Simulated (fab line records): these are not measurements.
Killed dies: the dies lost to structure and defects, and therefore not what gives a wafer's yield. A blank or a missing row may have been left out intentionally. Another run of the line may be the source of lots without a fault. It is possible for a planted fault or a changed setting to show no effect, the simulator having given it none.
fab line records ; flow sfqLine
record lots=6; wafers=18; lastDay=91
route steps=325 shown M0@32 I0@43 M1@58
lots with no fault: from the same line, run without faults
startH: the number of hours between the record's first day and the start of the first shown wafer of the lot ; waitH: time in hours since the lot's previous step ; " same as the row above ; L1.1+2: a row that stands for several wafers ; - no value present, or no start provided ; * or withheld: withheld ; < > ~ a bound
route shown NAME@n: NAME is a module with steps in the file, n the number in the route of the first one ; usual: mean/standard deviation of fault-free wafers ; same: alike in all rows ; chamber/n: place in a boat ; sites: the reading at each site ; _std_site: standard deviation across them ; _edge_site: inner sites' mean taken away from outer sites' mean ; radiusMm: for every site, how far away it sits from the centre of the wafer ; mask NAME#n: copy n ; behind: the last tool/chamber to shape the wafer ; hold: the reason the lot was held/the length of the hold in hours/how it ended ; device: the transistor (n, p or np) that didn't switch ; end of line: at the end of the route, the tests of the same wafers ; a step with no rows: only its recipe ; killed: at the first sort, the dies lost to defects and structure; wafer yield is something else ; map: shows each die of a wafer: x if killed, . if not, _ if none is there
set.NAME: the setting that was run; set.NAME@STEP: the one run at that earlier step ; model.NAME: the simulator's own value behind a step, which no gauge read
a table for each step, a row for each wafer; lots at some steps of the route
services: the hour from which a tool's chamber was out of use, counted from the record's first day as startH (under 0 if before that day), plus the number of hours and why
## steps
# step SFQ_TRILAYER_M0_LITHO_COAT_026
# recipe resist=BARC; spinRpm=3000; resistThkNm=62
# step SFQ_TRILAYER_M0_LITHO_COAT_021
# recipe resist=KrF; spinRpm=3000; resistThkNm=600
# step SFQ_TRILAYER_M0_LITHO_SOFTBAKE_025
# recipe tempC=withheld; timeS=withheld; resist=KrF
# step SFQ_TRILAYER_M0_LITHO_EXPOSE_022
# recipe maskId=M0; na=0.6; sourceShape=conventional; sigmaOuter=0.65; targetCdNm=500; doseMj=14.4
# step SFQ_TRILAYER_M0_LITHO_PEB_024
# recipe pebTempC=115; pebTimeS=60; resist=KrF
# step SFQ_TRILAYER_M0_LITHO_DEVELOP_023
# recipe timeS=60; resist=KrF
# step SFQ_M0_OVL_MEAS_906
# usual M0_OVL=-3/6.3
lot.wafer;tool;chamber;startH;waitH;M0_OVL[nm]
L337.1;overlay-02;-;128.89;0.1;5
L337.2;overlay-02;-;128.89;0.1;-2
L337.6;overlay-02;-;128.89;0.1;-5
L338.1;overlay-02;-;133.69;0.1;-9
L338.3;overlay-02;-;133.69;0.1;-10
L338.4;overlay-02;-;133.69;0.1;-12
L351.2;overlay-02;-;217.10;0.1;-9
L351.3;overlay-02;-;217.10;0.1;-1
L351.5;overlay-02;-;217.10;0.1;-8
L353.2;overlay-01;-;227.90;0.1;-3
L353.4;overlay-01;-;227.90;0.1;5
L353.5;overlay-01;-;227.90;0.1;-8
L355.1;overlay-02;-;238.70;0.1;1
L355.4;overlay-02;-;238.70;0.1;0
L355.6;overlay-02;-;238.70;0.1;1
L356.1;overlay-01;-;247.10;0.1;-3
L356.4;overlay-01;-;247.10;0.1;-8
L356.5;overlay-01;-;247.10;0.1;-4
# step SFQ_TRILAYER_M0_BARC_OPEN_METAL_ETCH_031
# recipe maskMaterial=PR; chemistry=O2; targetDepthNm=125; target=BARC; icpW=600; biasW=80; pressureMtorr=10; timeS=41.7
# usual drypumpMotorCurrentA=5.4/0.46; oesProductAu=0.685/0.0046
lot.wafer;tool;chamber;startH;waitH;drypumpMotorCurrentA;oesProductAu;rfHoursCounterH
L337.1;rieMetal-03;0;128.93;0.0;5.7;0.687;99
L337.2;rieMetal-03;1;128.93;0.0;4.9;0.694;107
L337.6;rieMetal-03;0;128.93;0.0;5.6;0.691;-
L338.1;rieMetal-04;0;133.73;0.0;5.0;0.693;37
L338.3;rieMetal-04;0;133.73;0.0;5.0;0.689;-
L338.4;rieMetal-04;0;133.73;0.0;5.0;0.684;-
L351.2;rieMetal-03;0;217.13;0.0;5.6;0.687;115
L351.3;rieMetal-03;0;217.13;0.0;5.6;0.681;-
L351.5;rieMetal-03;0;217.13;0.0;5.6;0.686;-
L353.2;rieMetal-04;1;227.93;0.0;6.2;0.681;1
L353.4;rieMetal-04;0;227.93;0.0;5.0;0.690;-
L353.5;rieMetal-04;0;227.93;0.0;5.0;0.688;-
L355.1;rieMetal-04;0;238.73;0.0;5.0;0.682;60
L355.4;rieMetal-04;1;238.73;0.0;6.2;0.681;-
L355.6;rieMetal-04;1;238.73;0.0;6.2;0.683;-
L356.1;rieMetal-01;1;247.13;0.0;5.0;0.689;28
L356.4;rieMetal-01;0;247.13;0.0;5.9;0.685;-
L356.5;rieMetal-01;1;247.13;0.0;5.0;0.685;-
# step SFQ_TRILAYER_M0_ETCH_METAL_ETCH_024
# recipe target=Nb; stopOn=SiO2; maskMaterial=PR; chemistry=Cl2/Ar; targetDepthNm=240; icpW=600; biasW=80; pressureMtorr=10; timeS=120
# usual drypumpMotorCurrentA=5.4/0.45; oesProductAu=0.894/0.0064
lot.wafer;tool;chamber;startH;waitH;drypumpMotorCurrentA;oesProductAu;rfHoursCounterH
L337.1;rieMetal-03;0;128.99;0.0;5.6;0.894;99
L337.2;rieMetal-03;1;128.99;0.0;4.9;0.890;107
L337.6;rieMetal-03;0;128.99;0.0;5.6;0.890;-
L338.1;rieMetal-04;0;133.85;0.1;5.1;0.886;37
L338.3;rieMetal-04;0;133.85;0.1;5.0;0.900;-
L338.4;rieMetal-04;0;133.85;0.1;5.0;0.889;-
L351.2;rieMetal-03;0;217.19;0.0;5.6;0.896;115
L351.3;rieMetal-03;0;217.19;0.0;5.6;0.899;-
L351.5;rieMetal-03;0;217.19;0.0;5.6;0.902;-
L353.2;rieMetal-04;1;227.99;0.0;6.1;0.900;1
L353.4;rieMetal-04;0;227.99;0.0;5.0;0.891;-
L353.5;rieMetal-04;0;227.99;0.0;5.1;0.897;-
L355.1;rieMetal-04;0;238.79;0.0;5.0;0.901;60
L355.4;rieMetal-04;1;238.79;0.0;6.2;0.890;-
L355.6;rieMetal-04;1;238.79;0.0;6.2;0.888;-
L356.1;rieMetal-01;1;247.19;0.0;5.0;0.898;28
L356.4;rieMetal-01;0;247.19;0.0;5.8;0.893;-
L356.5;rieMetal-01;1;247.19;0.0;5.0;0.898;-
# step SFQ_TRILAYER_M0_STRIP_STRIP_025
# recipe gas=O2; powerW=200; platenTempC=40; overashFraction=0.65; chemistry=O2; pressureMtorr=50
# usual drypumpMotorCurrentA=5.4/0.45; oesProductAu=1.004/0.0088
lot.wafer;tool;chamber;startH;waitH;drypumpMotorCurrentA;oesProductAu;rfHoursCounterH
L337.1;rieMetal-03;0;129.11;0.1;5.7;0.998;99
L337.2;rieMetal-03;1;129.11;0.1;4.9;0.999;107
L337.6;rieMetal-03;0;129.11;0.1;5.7;0.995;-
L338.1;rieMetal-04;0;134.10;0.2;5.0;1.014;37
L338.3;rieMetal-04;0;134.10;0.2;5.0;1.010;-
L338.4;rieMetal-04;0;134.10;0.2;5.0;1.010;-
L351.2;rieMetal-03;0;217.32;0.1;5.6;1.001;116
L351.3;rieMetal-03;0;217.32;0.1;5.6;0.998;-
L351.5;rieMetal-03;0;217.32;0.1;5.6;0.999;-
L353.2;rieMetal-04;1;228.12;0.1;6.2;1.002;1
L353.4;rieMetal-04;0;228.12;0.1;5.1;0.997;-
L353.5;rieMetal-04;0;228.12;0.1;5.0;0.999;-
L355.1;rieMetal-04;0;238.92;0.1;5.0;0.999;60
L355.4;rieMetal-04;1;238.92;0.1;6.2;1.009;-
L355.6;rieMetal-04;1;238.92;0.1;6.1;1.012;-
L356.1;rieMetal-01;1;247.32;0.1;5.0;1.024;28
L356.4;rieMetal-01;0;247.32;0.1;5.8;0.999;-
L356.5;rieMetal-01;1;247.32;0.1;5.0;1.017;-
# step SFQ_TRILAYER_M0_STRIP_SOLV_CLEAN_026
# recipe chemistry=NMP; tempC=70; timeS=600
# step SFQ_TRILAYER_I0_DEP_PECVD_027
# recipe material=SiO2; tempC=150; timeS=111.11; pressureTorr=2.4; rfW=183.3; precursor=SiH4/N2O; targetThkNm=500
# step SFQ_TRILAYER_I0_CMP_CMP_028
# recipe material=SiO2; downForcePsi=3; platenRpm=60; padVelocityMS=0.94248
# usual motorCurrentA=10.3/1.4; retainingRingPressureFrac=1.000/0.005; slurryFlowMlMin=150.0/0.44; timeToEndpointS=215/7.9
lot.wafer;tool;chamber;startH;waitH;motorCurrentA;retainingRingPressureFrac;slurryFlowMlMin;timeToEndpointS;model.SiO2_of_TRILAYER_I0_DEP_PECVD_027.thkNm
L337.1;cmp-02;3;139.95;10.0;8.6;0.988;149.5;210;198.4
L337.2;cmp-02;1;140.95;11.0;10.0;1.004;149.6;217;199.7
L337.6;cmp-02;3;141.95;12.0;8.6;0.999;150.4;223;199.7
L338.3;cmp-01;2;147.83;12.3;10.5;1.000;150.2;208;200
L338.4;cmp-01;0;148.83;13.3;12.0;1.002;149.9;216;198.7
L338.1;cmp-01;1;148.83;13.3;7.4;0.996;149.9;226;201.1
L351.3;cmp-01;2;222.60;4.5;9.7;1.001;150.3;213;199.7
L351.2;cmp-01;3;222.60;4.5;10.7;1.003;149.6;205;199.3
L351.5;cmp-01;3;225.10;6.9;10.1;0.992;149.4;229;183.1
L353.4;cmp-01;2;232.10;3.1;9.9;1.007;150.7;226;184.9
L353.2;cmp-01;3;232.10;3.1;10.3;0.999;150.3;212;199.2
L353.5;cmp-01;1;233.60;4.6;7.6;1.004;150.0;222;185.3
L355.4;cmp-02;2;243.79;4.0;11.8;1.004;150.1;218;200.6
L355.1;cmp-02;1;245.29;5.6;10.0;0.987;150.5;205;199.2
L355.6;cmp-02;2;245.29;5.6;11.2;1.006;149.8;220;200.8
L356.1;cmp-02;0;249.79;1.7;10.1;0.998;149.4;220;201.6
L356.4;cmp-02;3;251.29;3.1;8.4;0.998;150.2;223;200.5
L356.5;cmp-02;1;252.29;4.1;10.3;1.002;150.2;214;200.2
# step SFQ_I0_BOW_MEAS_907
# recipe mode=bow
# usual I0_BOW=2/6.3
lot.wafer;tool;chamber;startH;waitH;I0_BOW[um]
L337.1;filmMetro-02;-;142.45;2.0;-1
L337.2;filmMetro-02;-;142.45;2.0;-10
L337.6;filmMetro-02;-;142.45;2.0;0
L338.1;filmMetro-03;-;150.83;1.0;15
L338.3;filmMetro-03;-;150.83;1.0;1
L338.4;filmMetro-03;-;150.83;1.0;12
L351.2;filmMetro-02;-;225.62;2.0;-4
L351.3;filmMetro-02;-;225.62;2.0;7
L351.5;filmMetro-02;-;225.62;2.0;1
L353.2;filmMetro-03;-;234.62;1.5;3
L353.4;filmMetro-03;-;234.62;1.5;10
L353.5;filmMetro-03;-;234.62;1.5;10
L355.1;filmMetro-03;-;246.79;1.0;5
L355.4;filmMetro-03;-;246.79;1.0;1
L355.6;filmMetro-03;-;246.79;1.0;-3
L356.1;filmMetro-03;-;252.79;2.5;-2
L356.4;filmMetro-03;-;252.79;2.5;-2
L356.5;filmMetro-03;-;252.79;2.5;1
# step SFQ_TRILAYER_I0_METRO_MEASURE_029
# usual thkNm=199.9/1
lot.wafer;tool;chamber;startH;waitH;thkNm
L337.1;filmMetro-02;-;142.57;0.1;198.3
L337.2;filmMetro-02;-;142.57;0.1;199.5
L337.6;filmMetro-02;-;142.57;0.1;199.6
L338.1;filmMetro-03;-;150.95;0.1;201.1
L338.3;filmMetro-03;-;150.95;0.1;199.9
L338.4;filmMetro-03;-;150.95;0.1;198.7
L351.2;filmMetro-02;-;225.92;0.3;199.1
L351.3;filmMetro-02;-;225.92;0.3;199.8
L351.5;filmMetro-02;-;225.92;0.3;183.3
L353.2;filmMetro-03;-;234.92;0.3;199.1
L353.4;filmMetro-03;-;234.92;0.3;184.9
L353.5;filmMetro-03;-;234.92;0.3;185.3
L355.1;filmMetro-03;-;246.91;0.1;199.2
L355.4;filmMetro-03;-;246.91;0.1;200.5
L355.6;filmMetro-03;-;246.91;0.1;200.8
L356.1;filmMetro-03;-;252.91;0.1;201.6
L356.4;filmMetro-03;-;252.91;0.1;200.3
L356.5;filmMetro-03;-;252.91;0.1;200.3
# step SFQ_TRILAYER_I0_VIA_LITHO_COAT_036
# recipe resist=BARC; spinRpm=3000; resistThkNm=62
# step SFQ_TRILAYER_I0_VIA_LITHO_COAT_031
# recipe resist=KrF; spinRpm=3000; resistThkNm=650
# step SFQ_TRILAYER_I0_VIA_LITHO_SOFTBAKE_035
# recipe tempC=withheld; timeS=withheld; resist=KrF
# step SFQ_TRILAYER_I0_VIA_LITHO_EXPOSE_032
# recipe maskId=I0; na=0.6; sourceShape=conventional; sigmaOuter=0.65; targetCdNm=500; doseMj=21.3
# step SFQ_TRILAYER_I0_VIA_LITHO_PEB_034
# recipe pebTempC=115; pebTimeS=60; resist=KrF
# step SFQ_TRILAYER_I0_VIA_LITHO_DEVELOP_033
# recipe timeS=60; resist=KrF
# step SFQ_I0_OVL_MEAS_908
# usual I0_OVL=-2/5.2
lot.wafer;tool;chamber;startH;waitH;I0_OVL[nm]
L337.1;overlay-01;-;233.92;0.1;0
L337.2;overlay-01;-;233.92;0.1;-1
L337.6;overlay-01;-;233.92;0.1;-5
L338.1;overlay-02;-;242.32;0.1;-1
L338.3;overlay-02;-;242.32;0.1;-14
L338.4;overlay-02;-;242.32;0.1;-3
L351.2;overlay-01;-;343.71;0.1;3
L351.3;overlay-01;-;343.71;0.1;2
L351.5;overlay-01;-;343.71;0.1;-7
L353.2;overlay-01;-;356.61;0.1;1
L353.4;overlay-01;-;356.61;0.1;4
L353.5;overlay-01;-;356.61;0.1;2
L355.1;overlay-01;-;371.01;0.1;0
L355.4;overlay-01;-;371.01;0.1;5
L355.6;overlay-01;-;371.01;0.1;3
L356.1;overlay-02;-;379.41;0.1;-4
L356.4;overlay-02;-;379.41;0.1;-8
L356.5;overlay-02;-;379.41;0.1;-12
# step SFQ_TRILAYER_I0_VIA_BARC_OPEN_VIA_ETCH_046
# recipe maskMaterial=PR; chemistry=O2; targetDepthNm=125; target=BARC; sourceW=500; biasW=80; pressureMtorr=30; timeS=41.7
# usual drypumpMotorCurrentA=5.6/0.53; oesProductAu=0.685/0.0043
lot.wafer;tool;chamber;startH;waitH;drypumpMotorCurrentA;oesProductAu;rfHoursCounterH
L337.1;rieDiel-01;2;233.95;0.0;5.8;0.679;14
L337.2;rieDiel-01;1;233.95;0.0;4.9;0.685;21
L337.6;rieDiel-01;0;233.95;0.0;6.4;0.689;-
L338.1;rieDiel-01;1;242.35;0.0;4.9;0.682;21
L338.3;rieDiel-01;2;242.35;0.0;5.8;0.693;14
L338.4;rieDiel-01;3;242.35;0.0;5.9;0.684;96
L351.2;rieDiel-02;0;343.74;0.0;5.8;0.686;89
L351.3;rieDiel-02;2;343.74;0.0;5.7;0.685;111
L351.5;rieDiel-02;1;343.74;0.0;5.4;0.682;-
L353.2;rieDiel-03;1;356.64;0.0;5.6;0.680;0
L353.4;rieDiel-03;0;356.64;0.0;4.8;0.682;2
L353.5;rieDiel-03;2;356.64;0.0;5.7;0.679;-
L355.1;rieDiel-01;0;371.04;0.0;6.4;0.694;97
L355.4;rieDiel-01;3;371.04;0.0;5.8;0.682;98
L355.6;rieDiel-01;0;371.04;0.0;6.4;0.684;-
L356.1;rieDiel-01;2;379.44;0.0;5.8;0.684;16
L356.4;rieDiel-01;0;379.44;0.0;6.4;0.688;97
L356.5;rieDiel-01;2;379.44;0.0;5.8;0.677;-
# step SFQ_TRILAYER_I0_VIA_ETCH_VIA_ETCH_034
# recipe target=SiO2; stopOn=Nb; maskMaterial=PR; taperDeg=20; chemistry=CHF3; targetDepthNm=260; sourceW=500; biasW=80; pressureMtorr=30; timeS=withheld
# usual drypumpMotorCurrentA=5.6/0.53; oesProductAu=0.854/0.0048
lot.wafer;tool;chamber;startH;waitH;drypumpMotorCurrentA;oesProductAu;model.I0.featureDepthNm;model.etch.depthNm
L337.1;rieDiel-01;2;233.99;0.0;5.8;0.850;198.4;198.4
L337.2;rieDiel-01;1;233.99;0.0;4.9;0.858;199.7;199.7
L337.6;rieDiel-01;0;233.99;0.0;6.4;0.855;199.7;199.7
L338.1;rieDiel-01;1;242.39;0.0;4.9;0.859;201.1;201.1
L338.3;rieDiel-01;2;242.39;0.0;5.8;0.851;200;200
L338.4;rieDiel-01;3;242.39;0.0;5.9;0.855;198.7;198.7
L351.2;rieDiel-02;0;343.78;0.0;5.8;0.854;199.3;199.3
L351.3;rieDiel-02;2;343.78;0.0;5.7;0.855;199.7;199.7
L351.5;rieDiel-02;1;343.78;0.0;5.4;0.812;183.1;183.1
L353.2;rieDiel-03;1;356.68;0.0;5.6;0.850;199.2;199.2
L353.4;rieDiel-03;0;356.68;0.0;4.8;0.820;184.9;184.9
L353.5;rieDiel-03;2;356.68;0.0;5.6;0.815;185.3;185.3
L355.1;rieDiel-01;0;371.08;0.0;6.4;0.851;199.2;199.2
L355.4;rieDiel-01;3;371.08;0.0;5.8;0.854;200.6;200.6
L355.6;rieDiel-01;0;371.08;0.0;6.4;0.852;200.8;200.8
L356.1;rieDiel-01;2;379.48;0.0;5.8;0.855;201.6;201.6
L356.4;rieDiel-01;0;379.48;0.0;6.4;0.861;200.5;200.5
L356.5;rieDiel-01;2;379.48;0.0;5.8;0.858;200.2;200.2
# step SFQ_TRILAYER_I0_VIA_STRIP_STRIP_035
# recipe gas=O2; powerW=200; platenTempC=40; overashFraction=0.65; chemistry=O2; pressureMtorr=50
# step SFQ_TRILAYER_I0_VIA_STRIP_SOLV_CLEAN_036
# recipe chemistry=NMP; tempC=70; timeS=600
# step SFQ_TRILAYER_M1_DEP_PRE_CLEAN_038
# recipe gas=Ar; timeS=22.5; biasV=250
# usual biasV=250.1/2.3
lot.wafer;tool;chamber;startH;waitH;biasV;model.SiO2_of_TRILAYER_I0_DEP_PECVD_027.thkNm
L337.1;pvdSputter-03;-;234.88;0.0;242.3;190.9
L337.2;pvdSputter-03;-;234.88;0.0;249.8;192.2
L337.6;pvdSputter-03;-;234.88;0.0;257.4;192.2
L338.1;pvdSputter-03;-;243.28;0.0;252.3;193.6
L338.3;pvdSputter-03;-;243.28;0.0;253.4;192.5
L338.4;pvdSputter-03;-;243.28;0.0;248.8;191.2
L351.2;pvdSputter-03;-;344.68;0.0;247.9;191.8
L351.3;pvdSputter-03;-;344.68;0.0;249.5;192.2
L351.5;pvdSputter-03;-;344.68;0.0;250.9;175.6
L353.2;pvdSputter-04;-;357.57;0.0;251.9;191.7
L353.4;pvdSputter-04;-;357.57;0.0;252.4;177.4
L353.5;pvdSputter-04;-;357.57;0.0;251.9;177.8
L355.1;pvdSputter-06;-;371.97;0.0;250.0;191.7
L355.4;pvdSputter-06;-;371.97;0.0;252.3;193.1
L355.6;pvdSputter-06;-;371.97;0.0;249.6;193.3
L356.1;pvdSputter-03;-;380.39;0.0;251.7;194.1
L356.4;pvdSputter-03;-;380.39;0.0;249.4;193
L356.5;pvdSputter-03;-;380.39;0.0;251.5;192.7
# step SFQ_TRILAYER_M1_DEP_SPUTTER_037
# recipe material=Nb; basePressurePa=1.33e-06; chamberPressurePa=0.1333; substrateTempC=20; resputterCathodeVoltageV=400; targetThkNm=200; powerW=2000; timeS=133.3
# usual throttleValvePct=29.3/0.58
lot.wafer;tool;chamber;startH;waitH;throttleValvePct
L337.1;pvdSputter-03;-;234.91;0.0;28.6
L337.2;pvdSputter-03;-;234.91;0.0;29.0
L337.6;pvdSputter-03;-;234.91;0.0;29.3
L338.1;pvdSputter-03;-;243.31;0.0;29.1
L338.3;pvdSputter-03;-;243.31;0.0;30.0
L338.4;pvdSputter-03;-;243.31;0.0;28.7
L351.2;pvdSputter-03;-;344.71;0.0;30.0
L351.3;pvdSputter-03;-;344.71;0.0;29.7
L351.5;pvdSputter-03;-;344.71;0.0;29.6
L353.2;pvdSputter-04;-;357.60;0.0;28.0
L353.4;pvdSputter-04;-;357.60;0.0;29.0
L353.5;pvdSputter-04;-;357.60;0.0;29.6
L355.1;pvdSputter-06;-;372.00;0.0;29.8
L355.4;pvdSputter-06;-;372.00;0.0;29.6
L355.6;pvdSputter-06;-;372.00;0.0;29.8
L356.1;pvdSputter-03;-;380.42;0.0;29.2
L356.4;pvdSputter-03;-;380.42;0.0;29.6
L356.5;pvdSputter-03;-;380.42;0.0;29.7
## services
tool;chamber;startH;hours;kind
rieMetal-04;1;118.46;27.2;repair
pvdSputter-03;-;120.86;2.8;repair
rieMetal-01;-;132.40;14.6;pm
rieDiel-01;3;142.82;12.8;repair
filmMetro-03;-;169.04;1.1;pm
cmp-02;-;171.00;0.6;repair
filmMetro-03;-;177.06;0.7;pm
pvdSputter-03;-;183.98;2.1;repair
rieDiel-01;0;200.17;11.5;repair
cmp-01;-;203.08;3.6;pm
rieMetal-01;1;218.10;5.8;repair
cmp-02;-;233.79;4.0;pm
filmMetro-03;-;238.36;0.9;repair
cmp-02;-;258.79;6.4;pm
cmp-01;-;267.60;7.6;pm
pvdSputter-03;-;268.28;26.4;repair
cmp-02;-;274.08;1.0;repair
cmp-02;-;274.16;0.5;repair
cmp-01;-;278.40;0.3;repair
pvdSputter-03;-;289.70;2.4;repair
filmMetro-03;-;298.25;4.5;repair
rieMetal-03;1;313.36;6.5;repair
filmMetro-03;-;322.21;0.8;pm
rieDiel-01;3;336.78;4.2;repair
## key
firstSign step=SFQ_TRILAYER_I0_METRO_MEASURE_029; reading=thkNm; direction=down; sigmas=15; usual=199.9; struck=184.5
effect step=SFQ_TRILAYER_I0_VIA_ETCH_VIA_ETCH_034; reading=oesProductAu; direction=down; sigmas=7.9; usual=0.854; struck=0.816
modelEffect step=SFQ_TRILAYER_I0_CMP_CMP_028; value=SiO2_of_TRILAYER_I0_DEP_PECVD_027.thkNm; without=199.4; struck=184.4
modelEffect step=SFQ_TRILAYER_I0_VIA_ETCH_VIA_ETCH_034; value=I0.featureDepthNm; without=199.4; struck=184.4
modelEffect step=SFQ_TRILAYER_M1_DEP_PRE_CLEAN_038; value=SiO2_of_TRILAYER_I0_DEP_PECVD_027.thkNm; without=191.9; struck=176.9
metAt SFQ_TRILAYER_I0_CMP_CMP_028
struckWafers L351.5,L353.4,L353.5
onsetBetween 147.83 222.60
fault kind=processParameterDrift; tool=cmp-01; chamber=-; onsetH=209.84; steps=SFQ_TRILAYER_I0_CMP_CMP_028; channel=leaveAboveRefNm; offset=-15; shape=step; endH=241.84; scope=struckWafersOnly; actsIn=theseRecipesOnly; stated=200
